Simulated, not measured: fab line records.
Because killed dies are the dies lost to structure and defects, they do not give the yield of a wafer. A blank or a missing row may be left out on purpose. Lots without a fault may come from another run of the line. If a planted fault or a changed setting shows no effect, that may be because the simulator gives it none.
What tool caused it? -- flow gf180mcu -- 7 lots with 21 wafers sampled at 2 steps, on a route of 602 steps

WHAT THE GAUGES READ, wafer by wafer
GF_HV_LDD_TW_MEAS_38.
lot,measured,on,HV_LDD_3_TW
L979,day 12 06:04,film_metro-04,1438 1439 1427
L984,day 13 23:15,film_metro-02,1355 1357 1348
L987,day 15 02:49,film_metro-03,1334 1329 1330
L991,day 16 08:04,film_metro-03,1422 1416 1416
L996,day 17 16:57,film_metro-02,1442 1450 1452
L998,day 18 11:29,film_metro-04,1427 1424 1422
L100,day 19 07:22,film_metro-03,1422 1423 1424

TOOL THAT RAN EACH LOT (tool first, then ch and the chambers of the sampled wafers, then the start)
lot,GF_HV_LDD_IMPLANT_33
L979,"implanter-03 ch 0, day 12 05:22"
L984,"implanter-03 ch 0, day 13 22:34"
L987,"implanter-03 ch 0, day 15 02:10"
L991,"implanter-02 ch 0, day 16 07:24"
L996,"implanter-02 ch 0, day 17 16:16"
L998,"implanter-01 ch 0, day 18 10:42"
L100,"implanter-02 ch 0, day 19 06:41"
- GF_HV_LDD_IMPLANT_33

THE ANSWER, worked out from the rows above alone
Rule: what is usual is taken from the lots themselves. The widest of any qualifying gaps counts: lots, ordered by their means at a reading, are off when they make up no more than a third of the lots, leave a main group of 4 or more, and stand apart from it by 3 or more times the standard deviation of that group's means. The tables above print the reading to a certain number of digits; a main group whose means all agree to those digits is not used. A lot without any number at a reading at which 4 lots or more have one is off too. All remaining lots with rows at the step are treated as sound.
Off: L984, L987, at GF_HV_LDD_TW_MEAS_38 (HV_LDD_3_TW). The main group has a mean of 1430 with a standard deviation of 11.
If a tool, at a process step before that reading, ran all the lots that are off and no sound lot after the first of them, it fits. Those tools and the gauges at GF_HV_LDD_TW_MEAS_38 are tried in the same way. One candidate fits, namely implanter-03 at GF_HV_LDD_IMPLANT_33. Its last sound lot is L979 (day 12 05:22), its first lot that is off L984 (day 13 22:34): a fault that began between those two fits.

WHAT THE SIMULATOR HAD INSERTED
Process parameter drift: implanter-03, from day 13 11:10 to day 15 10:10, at GF_HV_LDD_IMPLANT_33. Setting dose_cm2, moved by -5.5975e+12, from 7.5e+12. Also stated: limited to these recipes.
Shown lots that were struck: L984, L987. The rule above found the same.
